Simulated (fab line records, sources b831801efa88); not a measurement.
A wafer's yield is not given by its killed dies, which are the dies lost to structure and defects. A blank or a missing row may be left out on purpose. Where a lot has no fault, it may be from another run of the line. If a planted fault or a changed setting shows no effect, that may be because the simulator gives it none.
Matching of chambers -- flow sky130 -- SKY_VIA3_ETCH_14 on rieDiel-03 has 4 sister chambers
The step etches BARC in N2/H2, stops on SiO2, time 45.9 s, target depth 60 nm. 8 wafers are shown with their chamber, then 7 later ones without.

## WAFERS, EACH WITH ITS CHAMBER
wafer,chamber,drypumpMotorCurrentA (A),runLengthS (s)
L926.2,1,5.7,74.4
L926.5,1,5.7,74.5
L925.2,3,5.8,74.4
L928.5,3,5.8,74.8
L932.1,2,6.1,74.5
L933.2,0,5.5,73.8
L933.6,2,6.1,74.4
L934.4,0,5.6,74.2

## WAFERS MISSING THEIR CHAMBER
wafer,drypumpMotorCurrentA (A),runLengthS (s)
L934.6,6.1,74.4
L944.1,6.1,74.9
L944.5,5.8,74.2
L944.6,6.1,74.4
L947.1,5.6,73.8
L947.3,5.7,74.6
L947.6,5.6,74.1

## THE CHAMBER EACH PASSED THROUGH
wafer,from the rows above,in truth
L934.6,2,2
L944.1,2,2
L944.5,can't be placed: 3 or 1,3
L944.6,2,2
L947.1,0,0
L947.3,1,1
L947.6,can't be placed: 0 or 1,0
5 of 7 placed correctly. Not placeable from these rows: 2 (in 2, the candidates include the true chamber). Placed wrongly: 0.
How it was worked out, from the rows above alone: a wafer's distance from a chamber is the root of the sum, over the readings, of the square of ((its reading less the chamber's mean) divided by the reading's scatter). If the next closest chamber is less than 2 further off than the closest, the wafer can't be placed; otherwise it belongs to the closest. The mean given for a chamber averages the wafers shown for that chamber. How the scatter is found: for the shown wafers, subtract from each reading the mean of its chamber, square and add these, divide the total by (wafers less chambers), then take the root.
